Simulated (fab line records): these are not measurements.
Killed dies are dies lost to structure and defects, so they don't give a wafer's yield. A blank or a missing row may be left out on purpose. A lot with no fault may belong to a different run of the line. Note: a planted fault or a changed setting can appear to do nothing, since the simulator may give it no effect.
Comparing a struck lot with a sound one    flow sky130    15 out of 708 route steps
Sound: the wafers L156.1, L156.2, L156.3. Struck: wafers L164.1, L164.2, L164.5. The cause comes at the end.
Per side, at each step with rows, come the tool, then ch with its chambers, and then its first start. Under that, the readings that differ: sound wafers    struck wafers    difference of the means    sigmas: that difference in standard deviations of wafers without a fault.
alike: words and numbers the same on both sides, and readings whose means are apart by under 2 such deviations; not compared: readings that were withheld, readings missing a value for some wafer, numbers with overlapping values and no deviation given by the record, and bounds like >300 which may hide the same value.
A row with sigmas, a row that says differs or no value, or rows on one side alone: a step with any of these is where the two part. When numbers do not overlap yet have no deviation, they are printed without sigmas and do not part them. Lack of a reading on every wafer of one side parts them only where that side has two or more wafers.

first, 8 steps without rows for these wafers: SKY_VIA2_DEHYDRATE_04 (time 60 s); SKY_VIA2_HMDS_05 (prime time 60 s); SKY_VIA2_COAT_06 (resist thk 60 nm); SKY_VIA2_COAT_07 (resist thk 450 nm); SKY_VIA2_SOFTBAKE_08 (time 90 s); SKY_VIA2_EXPOSE_09 (exposes mask VIM2, target cd 200 nm); SKY_VIA2_PEB_10; SKY_VIA2_DEVELOP_11 (develop time 60 s).
SKY_VIA2_CD_MEAS_12 targets a cd of 200 nm.
  sound on cd-sem-02 at day 36 09:36; struck on cd-sem-01 at day 39 10:26
  alike: cd-nm
SKY_VIA2_OVL_MEAS_13:
  sound on overlay-02 at day 36 09:43; struck on overlay-01 at day 39 10:33
  alike: VIA2_OVL
SKY_VIA2_ETCH_14: etches BARC in N2/H2, stops on SiO2, time 45.9 s, target depth 60 nm.
  sound on rie-diel-01 ch 0,1,2, day 36 09:46; struck on rie-diel-03 ch 0,1,2, day 39 10:35
  alike: drypump-motor-current-A, n2-flow-sccm, oes-product-au, throttle-valve-pct
  not compared: rf-hours-counter-h
SKY_VIA2_ETCH_15: etches SiO2 in C4F8/O2/Ar, stops on TiN, target depth 546 nm, time 84 s.
  sound on rie-diel-01 ch 0,1,2, day 36 09:48; struck on rie-diel-03 ch 0,1,2, day 39 10:38
  alike: oes-product-au
  not compared: rf-hours-counter-h
SKY_VIA2_STRIP_16: strips in O2/N2.
  sound on plasma-asher-01 ch 0,1, day 36 09:52; struck on plasma-asher-04 ch 0,1, day 39 10:41
  no value came back on the struck wafers for any of 5 readings (chamber-pressure-mTorr (mTorr), drypump-motor-current-A (A) and others); on the sound wafers chamber-pressure-mTorr (mTorr) reads 1500.1 1501.2 1498.8
reading                                      sound  struck             difference  sigmas
model.KrF-thick_of_VIA2_COAT_07.thk-nm (nm)  0 0 0  286.3 286.4 286.4  +286.4      
  not compared: rf-hours-counter-h
then, 1 step without rows for these wafers: SKY_VIA2_STRIP_17 (strips in post etch residue remover, time 1200 s).
-- the record jumps here: 9 days lie between the struck wafers' starts before and after (it left off in module VIA2 and takes up again in module PAD_OPEN, whose first step shown is number 708 of the route) --
SKY_PAD_OPEN_PROBE_99:
  sound on prober-01 at day 46 01:04; struck on prober-02 at day 48 11:02
reading                   sound           struck          difference  sigmas
defect-limited-yield (%)  81.9 83.9 80.3  0 0 0           -82         -41
killed_at_M0_to_M3        49 33 49        457 440 437     +401        +63
killed-dies               89 79 97        492 492 492     +404        +42
killed-on-rim             13 16 18        96 96 96        +80         +19
sort_bin_5_function (%)   11.0 9.8 12.0   93.3 93.5 91.7  +81.9       +51
sort-n-pass               403 413 395     0 0 0           -404        -42
sort-yield-pct (%)        81.9 83.9 80.3  0 0 0           -82         -41
  alike: killed_at_M4_up, killed-at-contacts, killed-at-front-end, killed-at-other, killed-open, killed-short, sort_bin_3_pad_short, sort_bin_6_memory

## WHERE THEY PART
Earliest at SKY_VIA2_STRIP_16; latest, in this record, at SKY_PAD_OPEN_PROBE_99.

WHY: the cause the simulator had injected
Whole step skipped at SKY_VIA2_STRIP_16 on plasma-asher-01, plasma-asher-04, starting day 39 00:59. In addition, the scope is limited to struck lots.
